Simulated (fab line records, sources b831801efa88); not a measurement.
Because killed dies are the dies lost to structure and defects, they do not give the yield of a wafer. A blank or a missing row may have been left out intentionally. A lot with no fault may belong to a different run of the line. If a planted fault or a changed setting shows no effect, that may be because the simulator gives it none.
Shared-tool check || flow gf180mcu || Sampled: 13 lots, 43 wafers

## WHY IT WAS OPENED
GF_V3_THK_MEAS_01, reading V3_CVD_00_THK: flagged on 2 of 13 lots. No-fault wafers: 594 nm, standard deviation 7.9.
Rule: flag the lot when none of its wafers has a number, or when each of its wafers that has one lies beyond 4 standard deviations from that mean. The other lots count as sound.

{"lot": "L950", "measured": "day 21 13:11", "on": "filmMetro-02", "V3_CVD_00_THK (nm), wafer by wafer": "587 594 612", "flag": ""}
{"lot": "L951", "measured": "day 21 21:41", "on": "filmMetro-04", "V3_CVD_00_THK (nm), wafer by wafer": "581 605 585", "flag": ""}
{"lot": "L953", "measured": "day 22 22:05", "on": "filmMetro-02", "V3_CVD_00_THK (nm), wafer by wafer": "582 609 588", "flag": ""}
{"lot": "L954", "measured": "day 23 01:26", "on": "filmMetro-02", "V3_CVD_00_THK (nm), wafer by wafer": "576 576 602", "flag": ""}
{"lot": "L955", "measured": "day 23 21:49", "on": "filmMetro-01", "V3_CVD_00_THK (nm), wafer by wafer": "588 606 589", "flag": ""}
{"lot": "L956", "measured": "day 24 00:06", "on": "filmMetro-01", "V3_CVD_00_THK (nm), wafer by wafer": "590 593 589", "flag": ""}
{"lot": "L958", "measured": "day 24 08:59", "on": "filmMetro-04", "V3_CVD_00_THK (nm), wafer by wafer": "586 600 583", "flag": ""}
{"lot": "L961", "measured": "day 25 12:46", "on": "filmMetro-01", "V3_CVD_00_THK (nm), wafer by wafer": "596 592 593", "flag": ""}
{"lot": "L964", "measured": "day 26 09:38", "on": "filmMetro-04", "V3_CVD_00_THK (nm), wafer by wafer": "716 709 715 709", "flag": "FLAGGED"}
{"lot": "L965", "measured": "day 26 18:17", "on": "filmMetro-02", "V3_CVD_00_THK (nm), wafer by wafer": "717 708 717 717 709 717", "flag": "FLAGGED"}
{"lot": "L966", "measured": "day 27 01:41", "on": "filmMetro-04", "V3_CVD_00_THK (nm), wafer by wafer": "589 597 594", "flag": ""}
{"lot": "L970", "measured": "day 28 05:30", "on": "filmMetro-04", "V3_CVD_00_THK (nm), wafer by wafer": "594 606 596", "flag": ""}
{"lot": "L972", "measured": "day 28 19:02", "on": "filmMetro-04", "V3_CVD_00_THK (nm), wafer by wafer": "603 603 597", "flag": ""}
The numbers of the flagged lots are 713 nm on average: +119 nm against the usual, or +15 standard deviations.

## TOOL THAT RAN EACH LOT
The record holds 3 process steps before the reading, out of a route of 602 steps. Read each cell as the tool, then ch plus the chambers that the sampled wafers visited, then the start.
{"lot": "L950", "flag": "", "GF_V1_CMP_26": "cmp-01 ch 0,1,3, day 18 08:08", "GF_M2_SPUTTER_00": "pvdSputter-03, day 18 08:20", "GF_V3_CVD_00": "hdpcvd-02 ch 0,2, day 21 13:04"}
{"lot": "L951", "flag": "", "GF_V1_CMP_26": "cmp-02 ch 0,1,2, day 18 18:03", "GF_M2_SPUTTER_00": "pvdSputter-03, day 18 18:21", "GF_V3_CVD_00": "hdpcvd-02 ch 0,1,2, day 21 21:37"}
{"lot": "L953", "flag": "", "GF_V1_CMP_26": "cmp-01 ch 1,2, day 19 17:47", "GF_M2_SPUTTER_00": "pvdSputter-03, day 19 18:05", "GF_V3_CVD_00": "hdpcvd-02 ch 0,1,2, day 22 22:01"}
{"lot": "L954", "flag": "", "GF_V1_CMP_26": "cmp-02 ch 1,3, day 19 22:14", "GF_M2_SPUTTER_00": "pvdSputter-04, day 19 22:32", "GF_V3_CVD_00": "hdpcvd-02 ch 0,1,2, day 23 01:21"}
{"lot": "L955", "flag": "", "GF_V1_CMP_26": "cmp-01 ch 1,2,3, day 20 19:38", "GF_M2_SPUTTER_00": "pvdSputter-03, day 20 19:56", "GF_V3_CVD_00": "hdpcvd-01 ch 0,1, day 23 21:44"}
{"lot": "L956", "flag": "", "GF_V1_CMP_26": "cmp-02 ch 0,1,2, day 20 20:29", "GF_M2_SPUTTER_00": "pvdSputter-03, day 20 20:41", "GF_V3_CVD_00": "hdpcvd-01 ch 0,2, day 24 00:02"}
{"lot": "L958", "flag": "", "GF_V1_CMP_26": "cmp-02 ch 0,3, day 21 08:01", "GF_M2_SPUTTER_00": "pvdSputter-02, day 21 08:19", "GF_V3_CVD_00": "hdpcvd-02 ch 1,2, day 24 08:53"}
{"lot": "L961", "flag": "", "GF_V1_CMP_26": "cmp-01 ch 0,1,2, day 22 14:05", "GF_M2_SPUTTER_00": "pvdSputter-02, day 22 14:17", "GF_V3_CVD_00": "hdpcvd-02 ch 0,1,2, day 25 12:42"}
{"lot": "L964", "flag": "FLAGGED", "GF_V1_CMP_26": "cmp-01 ch 1,2, day 23 11:43", "GF_M2_SPUTTER_00": "pvdSputter-02, day 23 11:58", "GF_V3_CVD_00": "hdpcvd-02 ch 0, day 26 09:34"}
{"lot": "L965", "flag": "FLAGGED", "GF_V1_CMP_26": "cmp-01 ch 1,2,3, day 23 21:22", "GF_M2_SPUTTER_00": "pvdSputter-03, day 23 21:40", "GF_V3_CVD_00": "hdpcvd-02 ch 0,1,2, day 26 18:12"}
{"lot": "L966", "flag": "", "GF_V1_CMP_26": "cmp-01 ch 0,1,3, day 24 04:44", "GF_M2_SPUTTER_00": "pvdSputter-02, day 24 05:02", "GF_V3_CVD_00": "hdpcvd-01 ch 0,2, day 27 01:37"}
{"lot": "L970", "flag": "", "GF_V1_CMP_26": "cmp-01 ch 0,1,2, day 25 10:57", "GF_M2_SPUTTER_00": "pvdSputter-04, day 25 11:09", "GF_V3_CVD_00": "hdpcvd-01 ch 0,1, day 28 05:25"}
{"lot": "L972", "flag": "", "GF_V1_CMP_26": "cmp-02 ch 1,2, day 26 03:16", "GF_M2_SPUTTER_00": "pvdSputter-04, day 26 03:34", "GF_V3_CVD_00": "hdpcvd-01 ch 0,2, day 28 18:58"}
What these steps do:
- GF_V1_CMP_26: polishes, stops on SiO2, t overpolish 15 s, target thk 0 nm.
- GF_M2_SPUTTER_00: material Ti, target thk 37.5 nm, time 150 s.
- GF_V3_CVD_00: deposits SiO2, target thk 600 nm, time 100 s.
- GF_V3_THK_MEAS_01

## FLAGGED OVER TOTAL, TOOL BY TOOL (the gauges that took the reading come last)
{"step": "GF_V1_CMP_26", "tool": "cmp-01", "lots run": 8, "flagged": 2, "share of the flagged lots": "all", "sound lots run after its first flagged lot": "2 (L966,L970)"}
{"step": "GF_V1_CMP_26", "tool": "cmp-02", "lots run": 5, "flagged": 0, "share of the flagged lots": "none", "sound lots run after its first flagged lot": "-"}
{"step": "GF_M2_SPUTTER_00", "tool": "pvdSputter-02", "lots run": 4, "flagged": 1, "share of the flagged lots": "some", "sound lots run after its first flagged lot": "1 (L966)"}
{"step": "GF_M2_SPUTTER_00", "tool": "pvdSputter-03", "lots run": 6, "flagged": 1, "share of the flagged lots": "some", "sound lots run after its first flagged lot": 0}
{"step": "GF_M2_SPUTTER_00", "tool": "pvdSputter-04", "lots run": 3, "flagged": 0, "share of the flagged lots": "none", "sound lots run after its first flagged lot": "-"}
{"step": "GF_V3_CVD_00", "tool": "hdpcvd-01", "lots run": 5, "flagged": 0, "share of the flagged lots": "none", "sound lots run after its first flagged lot": "-"}
{"step": "GF_V3_CVD_00", "tool": "hdpcvd-02", "lots run": 8, "flagged": 2, "share of the flagged lots": "all", "sound lots run after its first flagged lot": 0}
{"step": "GF_V3_THK_MEAS_01", "tool": "filmMetro-01", "lots run": 3, "flagged": 0, "share of the flagged lots": "none", "sound lots run after its first flagged lot": "-"}
{"step": "GF_V3_THK_MEAS_01", "tool": "filmMetro-02", "lots run": 4, "flagged": 1, "share of the flagged lots": "some", "sound lots run after its first flagged lot": 0}
{"step": "GF_V3_THK_MEAS_01", "tool": "filmMetro-04", "lots run": 6, "flagged": 1, "share of the flagged lots": "some", "sound lots run after its first flagged lot": "3 (L966,L970,L972)"}

## THE TABLE: WHAT IT ALLOWS
In 2 table rows, all flagged lots were run: cmp-01 (GF_V1_CMP_26), hdpcvd-02 (GF_V3_CVD_00).
- cmp-01 at GF_V1_CMP_26 ran 8 lots, 2 of them flagged. Sound lots followed the first flagged one (L966, L970) on it, something a lasting fault affecting the whole tool could not allow.
- hdpcvd-02 at GF_V3_CVD_00 ran 8 lots, 2 of them flagged. Its last sound lot is L961 (day 25 12:42), its first flagged lot L964 (day 26 09:34): a fault that began between those two fits. Its own readings lie more than 4 standard deviations out on every wafer of the flagged lots: sih4FlowSccm.
One tool is left: hdpcvd-02 at GF_V3_CVD_00.

## WHAT THE SIMULATOR HAD PUT IN
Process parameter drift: hdpcvd-02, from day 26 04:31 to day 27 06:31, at GF_V3_CVD_00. Setting sih4FlowSccm, moved by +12, from 60. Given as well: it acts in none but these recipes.
Struck lots among those shown: L964, L965. The rule given above showed the same thing.
